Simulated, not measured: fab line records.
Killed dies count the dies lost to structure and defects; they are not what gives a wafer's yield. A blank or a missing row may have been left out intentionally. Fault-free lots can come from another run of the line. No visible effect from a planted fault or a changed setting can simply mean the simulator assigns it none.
Matching of chambers | flow gf180mcu | pecvd-01 running GF_V3_CVD_02: 3 sister chambers
The step deposits SiO2 from TEOS, target thk 850 nm, time 94.851 s. 6 wafers are shown with their chamber, then 9 later ones without.

== WAFERS, EACH WITH ITS CHAMBER ==
wafer  | chamber | heater power w (W)
L087.3 | 2       | 424
L087.4 | 1       | 731
L087.6 | 0       | 711
L090.3 | 2       | 493
L090.4 | 0       | 788
L090.5 | 1       | 589

== WAFERS MISSING THEIR CHAMBER ==
wafer  | heater power w (W)
L092.1 | 668
L092.2 | 789
L092.3 | 490
L092.4 | 828
L092.5 | 513
L092.6 | 697
L095.3 | 714
L095.5 | 516
L095.6 | 559

== CHAMBER TAKEN BY EACH ==
wafer  | from the rows above          | in truth
L092.1 | can't be placed: 1 or 0      | 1
L092.2 | can't be placed: 0 or 1      | 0
L092.3 | can't be placed: 2 or 1      | 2
L092.4 | can't be placed: 0 or 1      | 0
L092.5 | can't be placed: 2 or 1      | 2
L092.6 | can't be placed: 1 or 0      | 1
L095.3 | can't be placed: 0 or 1      | 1
L095.5 | can't be placed: 2 or 1      | 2
L095.6 | can't be placed: 2 or 1 or 0 | 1
Placed correctly: 0 of 9. From these rows, 9 cannot be placed; in 9 the true chamber is one of the candidates. 0 placed wrongly.
How it was worked out, from the rows above alone: a wafer's distance from a chamber is the root of the sum, over the readings, of the square of ((its reading less the chamber's mean) divided by the reading's scatter). If the next closest chamber is less than 2 further off than the closest, the wafer can't be placed; otherwise it belongs to the closest. A chamber's mean is the mean of its shown wafers. The scatter is the square root of a quotient: the sum, over the shown wafers, of each reading's squared deviation from its chamber's mean, divided by wafers minus chambers.
